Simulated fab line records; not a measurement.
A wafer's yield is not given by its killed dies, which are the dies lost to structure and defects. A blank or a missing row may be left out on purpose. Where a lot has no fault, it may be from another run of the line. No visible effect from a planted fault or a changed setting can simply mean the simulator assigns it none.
Which of the tools did it? | flow sky130 | 36 wafers from 12 lots sampled at 3 of the route's 708 steps

== WHAT EACH GAUGE READ, for each wafer ==
SKY_VIA2_CD_MEAS_12: the cd target is 200 nm. Usual: cd_nm 200.1 nm, standard deviation 1.6.
lot  | measured     | on        | cd_nm (nm)        | flag
L507 | day 36 07:59 | cd_sem-01 | 199.8 199.6 199.3 |
L509 | day 37 01:31 | cd_sem-01 | 201.0 198.9 200.7 |
L511 | day 37 15:45 | cd_sem-01 | 198.4 200.0 198.1 |
L512 | day 37 17:39 | cd_sem-01 | 200.9 199.5 200.9 |
L513 | day 38 08:38 | cd_sem-02 | 201.5 202.7 202.3 |
L515 | day 38 20:32 | cd_sem-02 | 197.8 196.8 196.8 |
L517 | day 39 09:35 | cd_sem-01 | 199.4 200.0 199.2 |
L518 | day 39 15:07 | cd_sem-02 | 202.0 202.2 202.3 |
L519 | day 40 04:46 | cd_sem-01 | 201.4 202.4 201.5 |
L520 | day 40 17:37 | cd_sem-02 | 200.7 200.7 201.7 |
L522 | day 40 23:29 | cd_sem-02 | 199.3 200.1 200.0 |
L521 | day 40 23:53 | cd_sem-02 | 199.4 200.5 200.3 |

SKY_VIA2_OVL_MEAS_13. Usual: VIA2_OVL gives 3 nm (standard deviation 5.6).
lot  | measured     | on         | VIA2_OVL (nm) | flag
L507 | day 36 08:06 | overlay-01 | 0 1 9         |
L509 | day 37 01:37 | overlay-01 | 5 3 2         |
L511 | day 37 15:52 | overlay-01 | 7 8 3         |
L512 | day 37 17:46 | overlay-02 | -13 -8 -10    |
L513 | day 38 08:46 | overlay-01 | -10 -10 -4    |
L515 | day 38 20:39 | overlay-01 | -5 8 2        |
L517 | day 39 09:43 | overlay-02 | 4 5 8         |
L518 | day 39 15:13 | overlay-01 | 6 4 7         |
L519 | day 40 04:52 | overlay-01 | 5 -1 1        |
L520 | day 40 17:43 | overlay-01 | 3 4 0         |
L522 | day 40 23:36 | overlay-02 | 6 -3 3        |
L521 | day 41 00:01 | overlay-02 | 3 -2 2        |

== WHICH TOOL RAN EACH LOT (tool, then ch and the chambers of the sampled wafers, then the start) ==
lot  | SKY_VIA2_CMP_02
L507 | cmp-01 ch 0,1,3, day 35 05:53
L509 | cmp-01 ch 0,2,3, day 35 23:32
L511 | cmp-02 ch 0,2, day 36 13:13
L512 | cmp-01 ch 1,2,3, day 36 15:13
L513 | cmp-02 ch 1,2,3, day 37 06:50
L515 | cmp-02 ch 0,2, day 37 18:47
L517 | cmp-02 ch 2,3, day 38 08:53
L518 | cmp-01 ch 1,2, day 38 13:59
L519 | cmp-01 ch 1,2,3, day 39 03:34
L520 | cmp-01 ch 0,1,2, day 39 16:27
L522 | cmp-02 ch 0,1, day 39 23:05
L521 | cmp-01 ch 0,2,3, day 39 23:34
- SKY_VIA2_CMP_02: polishes SiO2.

== AS READ BY THE TOOLS THEMSELVES (means over the sampled wafers that have a number; for cases with no such wafer, the mark the record gives instead) ==
SKY_VIA2_CMP_02. Usual: motor_current_A 11.6 A, standard deviation 1; slurry_filter_dp_kPa 13.49 kPa, standard deviation 0.14.
lot  | tool   | motor_current_A (A) | slurry_filter_dp_kPa (kPa) | flag
L507 | cmp-01 | 11.6                | 13.46                      |
L509 | cmp-01 | 12.1                | 13.51                      |
L511 | cmp-02 | 11.4                | 13.62                      |
L512 | cmp-01 | 12.0                | 13.41                      |
L513 | cmp-02 | 12.0                | 13.41                      |
L515 | cmp-02 | 10.5                | 13.52                      |
L517 | cmp-02 | 12.1                | 13.50                      |
L518 | cmp-01 | 11.3                | 13.54                      |
L519 | cmp-01 | 11.6                | 13.43                      |
L520 | cmp-01 | 10.9                | 13.42                      |
L522 | cmp-02 | 11.8                | 13.42                      |
L521 | cmp-01 | 11.9                | 13.70                      |

== THE ANSWER, worked out from the rows above alone ==
Rule: a lot counts as off when the mean over its wafers that have a number is more than 3 standard deviations away from the usual mean. Also off: a lot with no number at a reading for which 4 or more lots have one. All remaining lots with rows at the step are treated as sound. First the gauges in route order, then the tools' own readings, where a lot's mean is used as printed above. The first step at which some lot is off is used, and at that step the reading that is off furthest; a lot without a number counts as furthest.
Across all readings shown, no lot is off: no conclusion can be drawn from this.

== WHAT THE SIMULATOR HAD PUT IN ==
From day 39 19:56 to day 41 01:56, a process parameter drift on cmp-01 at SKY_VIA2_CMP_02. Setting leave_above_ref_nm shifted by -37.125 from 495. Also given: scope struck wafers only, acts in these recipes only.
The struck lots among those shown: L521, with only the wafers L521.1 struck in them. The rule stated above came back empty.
